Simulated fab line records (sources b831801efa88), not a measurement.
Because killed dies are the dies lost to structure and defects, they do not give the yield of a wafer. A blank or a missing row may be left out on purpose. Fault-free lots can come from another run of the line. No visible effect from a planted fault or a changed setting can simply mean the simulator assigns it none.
8D (eight disciplines) problem report, filled in by code	flow sky130	the parts of the form that need people (team, actions taken, sign-off) are left out

== 1. WHAT WENT WRONG ==
Across 6 wafers from 2 lots, SD_P_TW at SKY_SD_P_TW_MEAS_11 averages 2384, while fault-free wafers read 2861 with a standard deviation of 27. Measured from the usual mean, that is -18 standard deviations.
First seen on wafer L520.2, day 29 06:35, on film metro-01. At this step, 33 wafers from 11 lots have a number in the record. The rule behind "out" and "out of limits": a value lying over 4 standard deviations away from the usual mean. All remaining wafers that have a number are taken as sound.

== 2. WHAT IT IS, AND WHAT IT ISN'T ==
question	is	is not
which readings at this step	SD_P_TW	-
which lots	L520, L523	L515, L517, L518, L519, L525, L529, L532, L533, L534
which wafers of those lots	all that have a number	-
read on which gauges	film metro-01, film metro-03	film metro-04
when	from day 29 06:35	up to then (9 sound wafers); but 18 sound wafers of L519, L525, L529, L532, L533, L534 came after

== 3. THE SUSPECTS, EACH WITH WHAT RULES IT OUT ==
Counting: a tool at any process step up to the reading remains a suspect when it ran all the lots that are out and ran no sound lot after the first of those.
- the gauge at SKY_SD_P_TW_MEAS_11 has been ruled out. The wafers that are out were read on 2 gauges (film metro-01, film metro-03).
- implanter-04 at SKY_SD_P_IMPLANT_09: ruled out as a lasting fault. After its first lot that is out, L520 (day 29 06:22), sound lots L533 ran on it.
Left after counting: nothing in the record.

== 4. THE CAUSE (what the simulator had put in) ==
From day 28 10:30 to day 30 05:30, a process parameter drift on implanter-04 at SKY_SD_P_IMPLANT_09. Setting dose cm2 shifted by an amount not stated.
The count ruled it out by mistake, since the rule takes a fault to strike every lot its tool runs from the start of the fault on, and this one did not do so.

== 5. THE EFFECT CHAIN, in route order ==
Rows list readings where the struck wafers' mean (over those with a number) sits beyond 3 standard deviations from the usual. Scope: only readings with a usual standard deviation given in the record; hours: median across lots of the time from each lot's start at the first step in this table that gives one to its start at this step; sigmas: change in usual standard deviations.
hours	step	reading	usual	on struck wafers	change	sigmas
0	SKY_SD_P_IMPLANT_09	beam on s	13.8 s	10.0	-3.8	-6.2
0	SKY_SD_P_IMPLANT_09	dose ions cm2	3e+15	1e+15	-2e+15	-99 or more
0	SKY_SD_P_IMPLANT_09	end station pressure torr	1.39e-05 Torr	1.09e-05	-2.97e-06	-3.6
0	SKY_SD_P_IMPLANT_09	faraday current uA	11901	7343	-4558	-9.1
0	SKY_SD_P_STRIP_10	oes product au	0.617 a.u.	0.653	+0.036	+8.9
0	SKY_SD_P_STRIP_10	strip time to endpoint s	17.49 s	15.97	-1.52	-33
0	SKY_SD_P_TW_MEAS_11	SD_P_TW	2861	2384	-477	-18
56	SKY_SD_N_RS_MEAS_17	SD_P_RS	147.0 ohm/sq	162.9	+15.9	+45
The process steps in it:
- SKY_SD_P_IMPLANT_09
- SKY_SD_P_STRIP_10: strips in O2/N2.
Later steps that measure or inspect, where all struck wafers having a row at the step show a number for every such reading and not one has moved that far: SKY_SD_N_OVL_MEAS_08.

== 6. HOW IT WOULD HAVE BEEN CAUGHT EARLIER ==
20 hours passed between the start of the fault at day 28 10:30 and the first reading out of limits at a measuring or inspecting step in this record, taken at day 29 06:35.
At SKY_SD_P_IMPLANT_09, the tool's own readings (beam on s, dose ions cm2, faraday current uA) were out on each struck wafer the step has a row for, so an alarm limit on them would have fired on the first such wafer.
